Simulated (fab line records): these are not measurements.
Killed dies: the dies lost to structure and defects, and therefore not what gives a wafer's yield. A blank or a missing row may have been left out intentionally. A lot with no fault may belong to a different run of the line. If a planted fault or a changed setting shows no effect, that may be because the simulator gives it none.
Problem report, 8D (eight disciplines) form, completed by code + flow gf180mcu + the parts of the form that need people (team, actions taken, sign-off) are left out

1. THE ISSUE
Wafers free of any fault read -1.0 nm (standard deviation 1.3) for HV_LDD_03_OVL at GF_HV_LDD_OVL_MEAS_47, against a mean of 258.4 nm on 6 wafers of 2 lots. So: +99 or more standard deviations from the usual mean.
Earliest sighting: wafer L409.3 on overlay-01 at day 16 00:31. Wafers with a number at this step in the record: 39, from 13 lots. The rule behind "out" and "out of limits": a value lying over 4 standard deviations away from the usual mean. All remaining wafers that have a number are taken as sound.

2. WHAT IT IS, AND WHAT IT ISN'T
| question                    | is                     | is not                                                                                             |
|-----------------------------|------------------------|----------------------------------------------------------------------------------------------------|
| which readings at this step | HV_LDD_03_OVL          | -                                                                                                  |
| which lots                  | L409, L411             | L399, L401, L402, L403, L405, L412, L415, L416, L418, L419, L421                                   |
| which wafers of those lots  | all that have a number | -                                                                                                  |
| read on which gauges        | overlay-01, overlay-02 | -                                                                                                  |
| when                        | from day 16 00:31      | up to then (15 sound wafers); but 18 sound wafers of L412, L415, L416, L418, L419, L421 came after |

3. WHAT RULES OUT EACH SUSPECT
Counting: a tool at a process step up to the reading stays a suspect if it ran every lot that is out and no sound lot after the first of them.
- the gauge at GF_HV_LDD_OVL_MEAS_47 is ruled out. 2 gauges (overlay-01, overlay-02) read the wafers that are out.
- ilineStepper-02 at GF_HV_LDD_EXPOSE_43 (exposes mask Pplus HV AREA, target cd 400 nm): kept. It ran every lot that is out, first L409 (day 15 13:44), and no sound lot after that; its last sound lot up to then is L405 (day 13 23:12).
Remaining after the count: ilineStepper-02 at GF_HV_LDD_EXPOSE_43.

4. THE CAUSE (what the simulator had put in)
Scanner matching overlay: ilineStepper-02, from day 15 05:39 on, at GF_HV_LDD_EXPOSE_43. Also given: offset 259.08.
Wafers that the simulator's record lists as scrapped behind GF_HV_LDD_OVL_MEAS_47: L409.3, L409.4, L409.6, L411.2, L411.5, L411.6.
This tool alone remained once counting was done.

5. SEQUENCE OF EFFECTS, ordered by route
Each row: a reading whose mean over the struck wafers that have a number lies more than 3 standard deviations from the usual. Scope: only readings with a usual standard deviation given in the record; hours: median across lots of the time from each lot's start at the first step in this table that gives one to its start at this step; sigmas: change in usual standard deviations.
| hours | step                  | reading       | usual   | on struck wafers | change | sigmas      |
|-------|-----------------------|---------------|---------|------------------|--------|-------------|
| 0     | GF_HV_LDD_OVL_MEAS_47 | HV_LDD_03_OVL | -1.0 nm | 258.4            | +259.4 | +99 or more |

6. WHAT WOULD HAVE CAUGHT IT SOONER
In this record the first reading out of limits at a measuring or inspecting step was taken at day 16 00:31, 19 hours after the fault began at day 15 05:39.
Of the tool readings at GF_HV_LDD_EXPOSE_43 for which the record gives a usual standard deviation, none was out on any struck wafer, so an alarm limit of 4 standard deviations on them would not have fired.
The start of GF_HV_LDD_EXPOSE_43 on ilineStepper-02 came by day 16 00:31 for every one of the lots that are out (2). Tool hold at that time: it would have spared none of them.
